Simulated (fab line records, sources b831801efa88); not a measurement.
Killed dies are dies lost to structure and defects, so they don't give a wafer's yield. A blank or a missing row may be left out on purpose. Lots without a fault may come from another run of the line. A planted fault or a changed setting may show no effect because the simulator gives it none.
fab line records | flow sky130
record lots=9 wafers=27 last_day=47
route steps=708 shown PWDE@52 LDD_N@245 LOCAL_INTERCONNECT@389 PAD_OPEN@708
lots that met no fault: from a run of the same line without faults
start_h: hours from the record's first day to the start of the lot's first wafer shown | wait_h: hours since the lot's step before | " the same as in the row above | L1.1+2: a row that stands for several wafers | - no value, or no start given | * or withheld: withheld | < > ~ a bound
route shown NAME@n: a module of which the file shows steps, and the number in the route of the first | usual: mean/standard deviation of fault-free wafers | same: alike in all rows | chamber/n: place in a boat | sites: the reading at each site | _std_site: their standard deviation | _edge_site: outer sites' mean less inner sites' | radius_mm: how far each site lies from the wafer's centre | mask NAME#n: copy n | behind: the tool/chamber that last shaped the wafer | hold: why the lot was held/for how many hours/how that ended | device: the transistor (n, p or np) that didn't switch | end of line: the same wafers' tests at the end of the route | a step without rows: its recipe alone | killed: dies lost to structure and defects at the first sort, not the wafer's yield | map: a wafer's dies, x killed, . not, _ none there
set.NAME: the setting as run; set.NAME@STEP: as run at that earlier step | model.NAME: the simulator's own value behind a step, which no gauge read
steps of the route over a sample of lots; a table a step, a row a wafer
services: from which hour (start_h, from the record's first day; less than 0 if before it) a tool's chamber was out of use, for how many hours, and why
## steps
# step SKY_PWDE_OVL_MEAS_07
# usual PWDE_OVL=-1.1/1.6
# columns lot.wafer tool chamber start_h wait_h PWDE_OVL[nm]
L579.1 overlay-02 - 64.31 - 1.5
L579.3 " - " " 1.3
L579.5 " - " " 2.6
L580.4 overlay-01 - 74.79 - -1.5
L580.5 " - " " -1.7
L580.6 " - " " -1.7
L581.2 overlay-02 - 78.63 - -0.8
L581.4 " - " " 0.7
L581.5 " - " " -0.8
L583.1 overlay-02 - 88.76 - -2.0
L583.2 " - " " -1.0
L583.3 " - " " -3.1
L584.3 overlay-01 - 100.50 - -2.0
L584.4 " - " " -2.5
L584.6 " - " " -0.3
L585.2 overlay-02 - 112.89 - 1.1
L585.3 " - " " 0.6
L585.4 " - " " 1.9
L586.1 overlay-01 - 112.96 - -1.0
L586.5 " - " " -0.6
L586.6 " - " " 0.0
L587.1 overlay-01 - 121.34 - -0.4
L587.2 " - " " -0.1
L587.5 " - " " -0.5
L588.1 overlay-02 - 124.16 - -1.5
L588.3 " - " " -1.5
L588.5 " - " " 0.5
# step SKY_LDD_N_IMPLANT_08
# recipe species=As energy_kev=20 dose_cm2=7.5e+13 tilt_deg=withheld rotation_deg=23
# usual dose_ions_cm2=7.499e+13/8.8e+10 implant_ion_amu=75/0
# columns lot.wafer tool chamber start_h wait_h dose_ions_cm2 implant_ion_amu
L579.1 implanter-02 0 385.82 0.0 7.487e+13 75
L579.3 " 0 " " 7.488e+13 75
L579.5 " 0 " " 7.497e+13 75
L580.4 implanter-02 0 399.98 0.1 7.519e+13 75
L580.5 " 0 " " 7.518e+13 75
L580.6 " 0 " " 7.488e+13 75
L581.2 implanter-03 0 406.93 0.0 7.509e+13 75
L581.4 " 0 " " 7.505e+13 75
L581.5 " 0 " " 7.502e+13 75
L583.1 implanter-03 0 439.70 0.0 7.491e+13 75
L583.2 " 0 " " 7.495e+13 75
L583.3 " 0 " " 7.505e+13 75
L584.3 implanter-03 0 454.85 0.1 7.497e+13 75
L584.4 " 0 " " 7.506e+13 75
L584.6 " 0 " " 7.497e+13 75
L585.2 implanter-03 0 465.12 0.0 7.512e+13 31
L585.3 " 0 " " 7.5e+13 31
L585.4 " 0 " " 7.51e+13 31
L586.1 implanter-01 0 466.55 0.0 7.499e+13 31
L586.5 " 0 " " 7.488e+13 31
L586.6 " 0 " " 7.501e+13 31
L587.1 implanter-01 0 484.10 0.0 7.496e+13 31
L587.2 " 0 " " 7.502e+13 31
L587.5 " 0 " " 7.51e+13 31
L588.1 implanter-03 0 491.47 0.0 7.483e+13 31
L588.3 " 0 " " 7.501e+13 31
L588.5 " 0 " " 7.51e+13 31
# step SKY_LDD_N_STRIP_16
# recipe chemistry=O2/N2 power_w=1400 pressure_mtorr=1500 platen_temp_c=withheld o2_flow_sccm=3000 n2_flow_sccm=300 overash_fraction=0.5
# usual drypump_motor_current_A=5.89/0.3 n2_flow_sccm=300.0/0.88 oes_product_au=0.408/0.0048 strip_time_to_endpoint_s=4.311/0.016
# columns lot.wafer tool chamber start_h wait_h drypump_motor_current_A n2_flow_sccm oes_product_au rf_hours_counter_h strip_time_to_endpoint_s
L579.1 plasma_asher-02 0 387.02 0.1 5.85 300.4 0.419 75 4.318
L579.3 " 0 " " 5.86 300.7 0.403 - 4.295
L579.5 " 1 " " 6.08 300.5 0.410 - 4.298
L580.4 plasma_asher-03 1 401.14 0.1 6.43 300.7 0.408 - 4.319
L580.5 " 0 " " 5.37 300.2 0.416 - 4.302
L580.6 " 1 " " 6.43 300.5 0.403 - 4.279
L581.2 plasma_asher-03 0 408.11 0.1 5.39 300.1 0.410 27 4.305
L581.4 " 1 " " 6.44 298.5 0.409 - 4.284
L581.5 " 0 " " 5.39 299.5 0.413 - 4.303
L583.1 plasma_asher-04 1 440.90 0.1 5.87 298.6 0.405 81 4.328
L583.2 " 0 " " 5.56 299.7 0.411 81 4.325
L583.3 " 1 " " 5.93 298.4 0.402 - 4.340
L584.3 plasma_asher-03 0 456.03 0.1 5.36 300.7 0.402 - 4.308
L584.4 " 1 " " 6.45 299.2 0.404 - 4.338
L584.6 " 0 " " 5.39 299.8 0.413 - 4.319
L585.2 plasma_asher-02 0 466.30 0.1 5.83 299.4 0.406 3 4.226
L585.3 " 0 " " 5.84 301.1 0.410 - 4.224
L585.4 " 1 " " 6.10 298.9 0.414 - 4.235
L586.1 plasma_asher-02 1 469.95 0.1 6.16 299.4 0.411 4 4.258
L586.5 " 1 " " 6.16 301.4 0.408 - 4.247
L586.6 " 0 " " 5.83 300.6 0.404 - 4.243
L587.1 plasma_asher-02 0 485.30 0.1 5.85 299.9 0.403 5 4.238
L587.2 " 1 " " 6.14 300.4 0.407 5 4.196
L587.5 " 1 " " 6.11 300.4 0.402 - 4.224
L588.1 plasma_asher-04 1 492.67 0.1 5.92 299.5 0.406 87 4.210
L588.3 " 0 " " 5.56 301.9 0.411 - 4.195
L588.5 " 1 " " 5.92 299.1 0.406 - 4.219
# step SKY_LOCAL_INTERCONNECT_THK_MEAS_02
# recipe thk_meas_gauge=xrf reads=TiN_of_LOCAL_INTERCONNECT_SPUTTER_00
# usual LOCAL_INTERCONNECT_TIN_THK=101.4/1.4
# columns lot.wafer tool chamber start_h wait_h LOCAL_INTERCONNECT_TIN_THK[nm]
L579.1 film_metro-04 - 659.72 0.1 102.0
L579.3 " - " " 101.6
L579.5 " - " " 101.3
L580.4 film_metro-02 - 673.25 0.1 100.7
L580.5 " - " " 101.7
L580.6 " - " " 100.2
L581.2 film_metro-04 - 679.89 0.1 102.1
L581.4 " - " " 102.0
L581.5 " - " " 103.2
L583.1 film_metro-04 - 709.37 0.1 99.8
L583.2 " - " " 101.2
L583.3 " - " " 102.4
L584.3 film_metro-03 - 723.20 0.1 101.4
L584.4 " - " " 103.0
L584.6 " - " " 101.3
L585.2 film_metro-02 - 728.78 0.1 99.6
L585.3 " - " " 100.6
L585.4 " - " " 99.2
L586.1 film_metro-03 - 732.02 0.1 100.9
L586.5 " - " " 100.8
L586.6 " - " " 101.6
L587.1 film_metro-03 - 747.82 0.1 100.7
L587.2 " - " " 103.1
L587.5 " - " " 102.0
L588.1 film_metro-02 - 755.58 0.1 103.8
L588.3 " - " " 103.5
L588.5 " - " " 103.3
# step SKY_LOCAL_INTERCONNECT_CD_MEAS_11
# recipe target_cd_nm=170
# usual cd_nm=169.7/1.2
# columns lot.wafer tool chamber start_h wait_h cd_nm
L579.1 cd_sem-02 - 684.46 - 170.9
L579.3 " - " " 171.1
L579.5 " - " " 170.7
L580.4 cd_sem-02 - 699.57 - 171.5
L580.5 " - " " 171.0
L580.6 " - " " 170.1
L581.2 cd_sem-02 - 708.16 - 171.3
L581.4 " - " " 171.0
L581.5 " - " " 170.4
L583.1 cd_sem-02 - 735.89 - 171.2
L583.2 " - " " 171.3
L583.3 " - " " 172.4
L584.3 cd_sem-01 - 749.25 - 168.1
L584.4 " - " " 169.0
L584.6 " - " " 171.2
L585.2 cd_sem-01 - 754.93 - 168.9
L585.3 " - " " 167.7
L585.4 " - " " 167.9
L586.1 cd_sem-01 - 759.06 - 170.1
L586.5 " - " " 169.1
L586.6 " - " " 167.7
L587.1 cd_sem-02 - 774.64 - 170.8
L587.2 " - " " 170.0
L587.5 " - " " 168.8
L588.1 cd_sem-02 - 781.51 - 170.1
L588.3 " - " " 169.9
L588.5 " - " " 171.3
# step SKY_PAD_OPEN_PROBE_99
# usual killed_at_M0_to_M3=43/6.6 killed_at_M4_up=3.1/1.6 killed_at_contacts=23/5.6 killed_at_front_end=15/4.2 killed_at_other=0.2/0.43 killed_dies=85/9.3 killed_open=46/6.6 killed_short=39/6.2
# same gross_dies=492 killed_at_back_side=0
# columns lot.wafer tool chamber start_h wait_h killed_at_M0_to_M3 killed_at_M4_up killed_at_contacts killed_at_front_end killed_at_other killed_dies killed_open killed_short
L585.3 prober-01 - 1110.53 0.2 46 3 22 15 0 86 51 35
# killed by level:class
L585.3 METAL1:geometric_particle:short=9 VIA2:geometric_particle:open=9 CONTACT:geometric_particle:open=7 VIA1:geometric_particle:open=7 VIA3:geometric_particle:open=6 LI_CONTACT:geometric_particle:open=6 POLY_GATE:geometric_particle:open=5 CONTACT:geometric_particle:short=5
## services
# columns tool chamber start_h hours kind
implanter-01 - 365.05 3.2 pm
implanter-03 - 372.12 4.0 repair
plasma_asher-03 - 412.14 1.6 repair
implanter-03 - 417.66 2.1 repair
plasma_asher-02 - 421.27 9.0 pm
plasma_asher-02 0 421.27 9.0 vent_cycle
plasma_asher-02 1 421.27 9.0 vent_cycle
plasma_asher-02 0 430.27 - clean
plasma_asher-02 1 430.27 - clean
plasma_asher-02 - 444.39 0.4 repair
plasma_asher-03 - 480.24 14.7 repair
## key
first_sign step=SKY_LDD_N_IMPLANT_08 reading=implant_ion_amu direction=down sigmas=99+ usual=75 struck=31
effect step=SKY_LDD_N_STRIP_16 reading=strip_time_to_endpoint_s direction=down sigmas=5.4 usual=* struck=*
met_at SKY_LDD_N_IMPLANT_08
struck_lots L585,L586,L587,L588
tester_left_out L585,L586,L587,L588
not_acting_at SKY_PWDE_OVL_MEAS_07,SKY_LOCAL_INTERCONNECT_THK_MEAS_02,SKY_LOCAL_INTERCONNECT_CD_MEAS_11
onset_between 454.85 465.12
fault kind=wrong_recipe_download tool=implanter-01,implanter-02,implanter-03 chamber=- onset_h=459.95 steps=SKY_LDD_N_IMPLANT_08 wrong_recipe.not_listed=1
# tester_left_out: of these lots the tester's yield and bins aren't shown, on N5 and GAA mostly nor the transistor test; their killed dies are dies lost to structure and defects alone, not to doping, threshold or leakage, so they don't give the yield
